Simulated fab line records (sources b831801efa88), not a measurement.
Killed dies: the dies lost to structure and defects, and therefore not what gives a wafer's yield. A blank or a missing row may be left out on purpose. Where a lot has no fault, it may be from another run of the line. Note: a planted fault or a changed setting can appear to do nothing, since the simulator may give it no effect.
Problem report, 8D (eight disciplines) form, completed by code / flow sky130 / the parts of the form that need people (team, actions taken, sign-off) are left out

## 1. THE PROBLEM
At SKY_LDD_N_IMPLANT_14, dose ions cm2 averages 4e+12 over 6 wafers from 2 lots, while fault-free wafers read 5e+12, standard deviation 5.4e+09. So: -99 or more standard deviations from the usual mean.
Seen first at day 20 08:27 on implanter-02, wafer L266.1. Wafers with a number at this step in the record: 39, from 13 lots. Rule for "out" (also "out of limits"): further than 4 standard deviations from the usual mean. All remaining wafers that have a number are taken as sound.

## 2. WHAT IT IS, WHAT IT ISN'T
question=which readings at this step | is=dose ions cm2, faraday current uA | is not=beam energy keV
question=which lots | is=L266, L268 | is not=L260, L262, L271, L276, L277, L278, L279, L280, L281, L282, L283
question=which wafers of those lots | is=all that have a number | is not=-
question=read on which tools | is=implanter-02 | is not=implanter-03, implanter-04
question=when | is=from day 20 08:27 | is not=up to then (6 sound wafers); but 27 sound wafers of L271, L276, L277, L278, L279, L280, L281, L282, L283 came after

## 3. THE SUSPECTS, EACH WITH WHAT RULES IT OUT
Counting: a tool at a process step up to the reading stays a suspect if it ran every lot that is out and no sound lot after the first of them.
- plasma asher-03 at SKY_VT_ADJUST_LVTN_STRIP_09 (strips in O2/N2): ruled out as a lasting fault. Sound lots L280 ran on it after its first lot that is out, L266 (day 8 17:20).
- implanter-02 at SKY_LDD_N_IMPLANT_14: ruled out as a lasting fault. Sound lots L277, L281, L282 ran on it after its first lot that is out, L266 (day 20 08:27).
Left after counting: nothing in the record.

## 4. THE CAUSE (what the simulator had put in)
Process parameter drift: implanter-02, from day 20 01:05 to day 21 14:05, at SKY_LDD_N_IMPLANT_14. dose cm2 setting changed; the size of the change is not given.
Counting ruled it out, wrongly.

## 5. THE CHAIN OF EFFECTS, in route order
Each row: a reading where the mean over the struck wafers with a number is more than 3 standard deviations away from the usual. Scope: only readings with a usual standard deviation given in the record; hours: median across lots of the time from each lot's start at the first step in this table that gives one to its start at this step; sigmas: change in usual standard deviations.
hours=0; step=SKY_LDD_N_IMPLANT_14; reading=dose ions cm2; usual=5e+12; on struck wafers=4e+12; change=-1e+12; sigmas=-99 or more
hours=0; step=SKY_LDD_N_IMPLANT_14; reading=faraday current uA; usual=28.3; on struck wafers=21.9; change=-6.4; sigmas=-13
It contains these process steps:
- SKY_LDD_N_IMPLANT_14

## 6. WHAT WOULD HAVE CAUGHT IT SOONER
The fault began at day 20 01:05; the first out-of-limits reading in this record came at day 20 08:27, 7 hours later.
